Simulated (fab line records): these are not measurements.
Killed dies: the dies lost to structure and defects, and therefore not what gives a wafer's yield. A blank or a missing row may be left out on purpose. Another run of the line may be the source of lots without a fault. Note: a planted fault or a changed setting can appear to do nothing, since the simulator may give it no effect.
Problem report in the 8D (eight disciplines) form, filled by code :: flow gf180mcu :: the parts of the form that need people (team, actions taken, sign-off) are left out

1. THE PROBLEM
GF_HV_LDD_STRIP_22, oes-product-au: mean 0.868 a.u. on 3 wafers (1 lot); fault-free wafers 0.716 a.u., standard deviation 0.0047. That is +32 standard deviations from the usual mean.
The step: strips in O2/N2.
Seen first at day 14 12:37 on plasma-asher-04, wafer L229.1. At this step, 39 wafers from 13 lots have a number in the record. Rule for "out" (also "out of limits"): further than 4 standard deviations from the usual mean. The other wafers with a number count as sound.

2. WHAT IT IS AND WHAT IT IS NOT
question: which readings at this step
is: oes-product-au
is not: chamber-pressure-mTorr, drypump-motor-current-A, heater-power-w, platen-temp-c

question: which lots
is: L229
is not: L217, L219, L220, L221, L222, L223, L226, L227, L228, L236, L237, L238

question: which wafers of those lots
is: all that have a number
is not: -

question: read on which tools
is: plasma-asher-04
is not: plasma-asher-02, plasma-asher-03

question: when
is: from day 14 12:37
is not: up to then (27 sound wafers); but 9 sound wafers of L236, L237, L238 came after

3. WHAT RULES OUT EACH SUSPECT
Counting: a tool stays on the suspect list if, at a process step up to the reading, it processed all lots that are out and no sound lot following the first of them.
- plasma-asher-04 at GF_HV_LDD_STRIP_22 (strips in O2/N2): kept. It ran the lot that is out, L229 (day 14 12:37), and no sound lot after that; its last sound lot up to then is L228 (day 14 05:40). On those wafers its own readings are out: oes-product-au.
Left after counting: plasma-asher-04 at GF_HV_LDD_STRIP_22.

4. THE CAUSE (what the simulator had put in)
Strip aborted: plasma-asher-04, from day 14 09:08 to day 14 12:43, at GF_HV_LDD_STRIP_22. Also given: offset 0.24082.
The count eliminated every tool but this one.

5. THE CHAIN OF EFFECTS, in route order
One row per reading whose mean, taken over the struck wafers that have a number, lies over 3 standard deviations from the usual. Scope: only readings with a usual standard deviation given in the record; hours: median across lots of the time from each lot's start at the first step in this table that gives one to its start at this step; sigmas: change in usual standard deviations.
hours: 0
step: GF_HV_LDD_STRIP_22
reading: oes-product-au
usual: 0.716 a.u.
on struck wafers: 0.868
change: +0.152
sigmas: +32
Process steps it contains:
- GF_HV_LDD_STRIP_22: strips in O2/N2.
Readings that are blank on the struck wafers while sound wafers have them: strip-time-to-endpoint-s at GF_HV_LDD_STRIP_22.
Later steps that measure or inspect, where all struck wafers having a row at the step show a number for every such reading and not one has moved that far: GF_V1_THK_MEAS_01, GF_V5_BOW_MEAS_05, GF_V5_RS_MEAS_24.

6. WHAT WOULD HAVE CAUGHT IT SOONER
3 hours passed between the start of the fault at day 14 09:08 and the first reading out of limits in this record, taken at day 14 12:37.
